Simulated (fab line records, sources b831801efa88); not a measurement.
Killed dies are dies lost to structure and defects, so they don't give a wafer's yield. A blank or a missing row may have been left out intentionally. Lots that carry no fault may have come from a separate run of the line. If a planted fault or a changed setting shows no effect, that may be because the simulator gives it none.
What tool caused it? | flow gf180mcu | 24 lots, 72 wafers sampled, at 4 steps of a route of 602

WHAT EACH GAUGE READ, for each wafer
GF_V1_THK_MEAS_03.
lot  | measured     | on           | V1_CVD_02_THK (nm)
L074 | day 17 01:09 | filmMetro-04 | 828 829 839
L075 | day 17 05:46 | filmMetro-04 | 874 863 860
L076 | day 17 21:17 | filmMetro-02 | 834 847 863
L077 | day 18 07:41 | filmMetro-04 | 821 865 856
L078 | day 18 13:09 | filmMetro-02 | 854 863 820
L079 | day 18 23:10 | filmMetro-02 | 842 836 852
L080 | day 19 08:46 | filmMetro-01 | 863 876 860
L081 | day 19 19:22 | filmMetro-04 | 854 850 847
L082 | day 20 07:04 | filmMetro-02 | 859 858 846
L083 | day 20 20:45 | filmMetro-02 | 840 856 849
L085 | day 21 09:19 | filmMetro-04 | 869 832 863
L084 | day 21 10:18 | filmMetro-01 | 831 852 849
L086 | day 21 17:29 | filmMetro-02 | 847 843 854
L087 | day 21 23:26 | filmMetro-02 | 837 843 859
L088 | day 22 14:08 | filmMetro-01 | 844 856 864
L089 | day 23 04:45 | filmMetro-01 | 849 840 839
L090 | day 23 09:34 | filmMetro-04 | 838 834 849
L091 | day 23 14:49 | filmMetro-04 | 821 845 852
L092 | day 23 21:04 | filmMetro-02 | 829 853 866
L093 | day 24 04:59 | filmMetro-01 | 849 851 861
L094 | day 24 08:50 | filmMetro-01 | 836 847 842
L095 | day 24 22:52 | filmMetro-01 | 858 843 854
L096 | day 25 01:11 | filmMetro-02 | 841 863 860
L097 | day 25 05:43 | filmMetro-01 | 846 868 857

GF_V1_BOW_MEAS_05.
lot  | measured     | on           | V1_BOW (um)
L074 | day 17 01:31 | filmMetro-01 | 79 74 73
L075 | day 17 06:11 | filmMetro-01 | 71 82 83
L076 | day 17 22:05 | filmMetro-04 | 72 80 72
L077 | day 18 08:02 | filmMetro-04 | 78 82 76
L078 | day 18 13:31 | filmMetro-04 | 80 91 90
L079 | day 18 23:32 | filmMetro-02 | 85 79 85
L080 | day 19 09:08 | filmMetro-04 | 82 89 81
L081 | day 19 19:44 | filmMetro-04 | 86 90 91
L082 | day 20 07:25 | filmMetro-04 | 76 85 91
L083 | day 20 21:08 | filmMetro-04 | 74 90 86
L085 | day 21 12:40 | filmMetro-02 | 94 79 85
L084 | day 21 12:43 | filmMetro-01 | 85 78 73
L086 | day 21 17:52 | filmMetro-01 | 87 85 91
L087 | day 21 23:48 | filmMetro-01 | 90 80 83
L088 | day 22 14:35 | filmMetro-02 | 82 77 96
L089 | day 23 05:07 | filmMetro-02 | 76 94 81
L090 | day 23 10:04 | filmMetro-01 | 83 77 93
L091 | day 23 15:50 | filmMetro-01 | 73 81 68
L092 | day 23 21:25 | filmMetro-01 | 88 93 73
L093 | day 24 05:21 | filmMetro-04 | 73 77 95
L094 | day 24 09:12 | filmMetro-01 | 83 86 79
L095 | day 24 23:13 | filmMetro-04 | 80 94 94
L096 | day 25 01:33 | filmMetro-01 | 79 82 95
L097 | day 25 06:05 | filmMetro-01 | 90 86 90

WHAT TOOL EACH LOT RAN ON (gives the tool, then ch and the chambers of the sampled wafers, and finally the start)
lot  | GF_CONTACT_SPUTTER_22       | GF_CONTACT_SPUTTER_23
L074 | pvdSputter-02, day 16 01:07 | pvdSputter-02, day 16 01:11
L075 | pvdSputter-03, day 16 05:16 | pvdSputter-03, day 16 05:20
L076 | pvdSputter-03, day 16 20:19 | pvdSputter-03, day 16 20:23
L077 | pvdSputter-03, day 17 06:02 | pvdSputter-03, day 17 06:05
L078 | pvdSputter-02, day 17 11:56 | pvdSputter-02, day 17 11:59
L079 | pvdSputter-03, day 17 21:46 | pvdSputter-03, day 17 21:49
L080 | pvdSputter-04, day 18 06:27 | pvdSputter-04, day 18 06:31
L081 | pvdSputter-02, day 18 17:07 | pvdSputter-02, day 18 17:11
L082 | pvdSputter-04, day 19 05:02 | pvdSputter-04, day 19 05:05
L083 | pvdSputter-02, day 19 18:38 | pvdSputter-02, day 19 18:41
L085 | pvdSputter-04, day 20 06:56 | pvdSputter-04, day 20 06:59
L084 | pvdSputter-02, day 20 08:49 | pvdSputter-02, day 20 08:53
L086 | pvdSputter-02, day 20 15:40 | pvdSputter-02, day 20 15:44
L087 | pvdSputter-02, day 20 22:46 | pvdSputter-02, day 20 22:50
L088 | pvdSputter-04, day 21 11:19 | pvdSputter-04, day 21 11:23
L089 | pvdSputter-03, day 22 03:11 | pvdSputter-03, day 22 03:14
L090 | pvdSputter-02, day 22 08:13 | pvdSputter-02, day 22 08:16
L091 | pvdSputter-02, day 22 13:35 | pvdSputter-02, day 22 13:39
L092 | pvdSputter-04, day 22 20:31 | pvdSputter-04, day 22 20:35
L093 | pvdSputter-02, day 23 04:32 | pvdSputter-02, day 23 04:35
L094 | pvdSputter-02, day 23 08:19 | pvdSputter-02, day 23 08:23
L095 | pvdSputter-02, day 23 22:37 | pvdSputter-02, day 23 22:41
L096 | pvdSputter-02, day 24 00:58 | pvdSputter-02, day 24 01:02
L097 | pvdSputter-02, day 24 05:44 | pvdSputter-02, day 24 05:47
- GF_CONTACT_SPUTTER_22: material Ti, target thk 15 nm, time 80.02 s.
- GF_CONTACT_SPUTTER_23: material TiN, target thk 10 nm, time 40 s.

AS READ BY THE TOOLS THEMSELVES (means over the sampled wafers that have a number; for cases with no such wafer, the mark the record gives instead)
GF_CONTACT_SPUTTER_22.
lot  | tool          | substrateTempC (C) | throttleValvePct (%)
L074 | pvdSputter-02 | 200.02             | 29.6
L075 | pvdSputter-03 | 200.00             | 30.7
L076 | pvdSputter-03 | 200.06             | 31.0
L077 | pvdSputter-03 | 200.10             | 30.6
L078 | pvdSputter-02 | 200.06             | 30.5
L079 | pvdSputter-03 | 199.97             | 31.1
L080 | pvdSputter-04 | 199.99             | 30.8
L081 | pvdSputter-02 | 199.97             | 30.2
L082 | pvdSputter-04 | 200.22             | 30.7
L083 | pvdSputter-02 | 200.12             | 30.3
L085 | pvdSputter-04 | 199.99             | 31.5
L084 | pvdSputter-02 | 200.14             | 30.2
L086 | pvdSputter-02 | 199.87             | 30.3
L087 | pvdSputter-02 | 199.96             | 30.5
L088 | pvdSputter-04 | 200.05             | 30.8
L089 | pvdSputter-03 | 199.91             | 30.9
L090 | pvdSputter-02 | 199.98             | 29.9
L091 | pvdSputter-02 | 200.05             | 30.2
L092 | pvdSputter-04 | 200.05             | 30.8
L093 | pvdSputter-02 | 199.97             | 29.9
L094 | pvdSputter-02 | 199.90             | 30.0
L095 | pvdSputter-02 | 199.76             | 30.1
L096 | pvdSputter-02 | 200.13             | 30.2
L097 | pvdSputter-02 | 200.08             | 30.6

GF_CONTACT_SPUTTER_23.
lot  | tool          | throttleValvePct (%)
L074 | pvdSputter-02 | 29.6
L075 | pvdSputter-03 | 30.6
L076 | pvdSputter-03 | 31.3
L077 | pvdSputter-03 | 30.7
L078 | pvdSputter-02 | 30.5
L079 | pvdSputter-03 | 31.3
L080 | pvdSputter-04 | 30.9
L081 | pvdSputter-02 | 30.1
L082 | pvdSputter-04 | 30.7
L083 | pvdSputter-02 | 30.3
L085 | pvdSputter-04 | 31.5
L084 | pvdSputter-02 | 30.1
L086 | pvdSputter-02 | 30.5
L087 | pvdSputter-02 | 30.4
L088 | pvdSputter-04 | 30.9
L089 | pvdSputter-03 | 31.1
L090 | pvdSputter-02 | 30.0
L091 | pvdSputter-02 | 30.2
L092 | pvdSputter-04 | 30.8
L093 | pvdSputter-02 | 30.1
L094 | pvdSputter-02 | 29.9
L095 | pvdSputter-02 | 30.1
L096 | pvdSputter-02 | 30.5
L097 | pvdSputter-02 | 30.5

THE ANSWER, worked out from the rows above alone
Rule: the lots themselves supply what counts as usual. The widest of any qualifying gaps counts: lots, ordered by their means at a reading, are off when they make up no more than a third of the lots, leave a main group of 4 or more, and stand apart from it by 3 or more times the standard deviation of that group's means. A main group whose means are all the same, to the digits that the tables above print for the reading, isn't used. Also off: a lot with no number at a reading for which 4 or more lots have one. All remaining lots with rows at the step are treated as sound. Order of review: gauges by route order, followed by the tools' own readings, for which a lot's mean as printed above is used. At the first step where some lot is off, the reading lying furthest off is the one used; lots without a number count as furthest.
Nothing can be told from this: no lot is off at any reading shown.

WHAT WAS PUT IN BY THE SIMULATOR
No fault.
